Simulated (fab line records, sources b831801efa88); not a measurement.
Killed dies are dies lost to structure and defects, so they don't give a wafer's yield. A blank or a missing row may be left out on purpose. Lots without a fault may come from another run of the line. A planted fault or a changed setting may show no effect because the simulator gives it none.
One fault seen from 2 desks | flow gf180mcu | each desk has only its own numbers; what lay behind them comes last

THE METROLOGY DESK
What the gauges read, lot by lot, whatever tool the lot ran on: means of the sampled wafers that have a number. A lot is out of limits, marked OUT, if its mean lies more than 4 standard deviations from the usual mean; the brackets give that distance.
Columns: A = DNWELL_TW at GF_DNWELL_TW_MEAS_09, usual 1345; B = LVPWELL_OVL at GF_LVPWELL_OVL_MEAS_07, usual -0.7 nm; C = HV_LDD_03_OVL at GF_HV_LDD_OVL_MEAS_47, usual 0.2 nm
lot  | first seen here | A    | B                       | C
L818 | day 2 19:25     | 1335 | -0.8                    | 0.4
L819 | day 3 00:24     | 1340 | -2.5                    | -1.7
L823 | day 3 20:05     | 1347 | -0.3                    | -0.6
L828 | day 5 00:39     | 1349 | 204.5 (+99 or more) OUT | -1.5
L829 | day 5 05:35     | 1335 | 206.0 (+99 or more) OUT | 1.3
L833 | day 6 02:48     | 1349 | -0.3                    | 0.8
L836 | day 6 20:08     | 1331 | -1.4                    | 1.7
L837 | day 7 00:42     | 1329 | 1.6                     | 0.6
L838 | day 7 07:35     | 1352 | 0.7                     | 0.8
L839 | day 7 10:56     | 1334 | -0.8                    | 2.3
This desk's finding: out of limits on L828, L829; first on L828, day 6 06:40 (LVPWELL_OVL at GF_LVPWELL_OVL_MEAS_07). In limits: L818, L819, L823, L833, L836, L837, L838, L839.

THE TOOL OWNER'S DESK: iline_stepper-02
The tool's own readings at GF_LVPWELL_EXPOSE_04 (exposes mask LVPWELL, target cd 600 nm): means of the sampled wafers that have a number, for each lot that ran on this tool. A lot is out of limits, marked OUT, if its mean lies more than 4 standard deviations from the usual mean; the brackets give that distance.
Columns: A = exposure_dose_mJ_cm2 at GF_LVPWELL_EXPOSE_04, usual 260.04
lot  | first seen here | A
L819 | day 3 20:11     | 260.36
L823 | day 4 16:10     | 260.05
L828 | day 5 23:08     | 260.30
L829 | day 6 03:50     | 260.28
This desk's finding: nothing out of limits on any of the 4 lots.

PUT TOGETHER
The metrology desk could have raised an alarm at day 6 06:40, on L828, L829.
The tool owner's desk saw nothing out of limits.
The tool owner's desk has L828, L829 on record, within its limits.
Of the lots named, all ran GF_LVPWELL_EXPOSE_04 on iline_stepper-02.

WHAT THE SIMULATOR HAD PUT IN
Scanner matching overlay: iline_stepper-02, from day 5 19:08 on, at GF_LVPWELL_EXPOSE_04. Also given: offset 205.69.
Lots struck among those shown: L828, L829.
Hours from the fault's start to each desk's first reading out of limits: the metrology desk, 12.
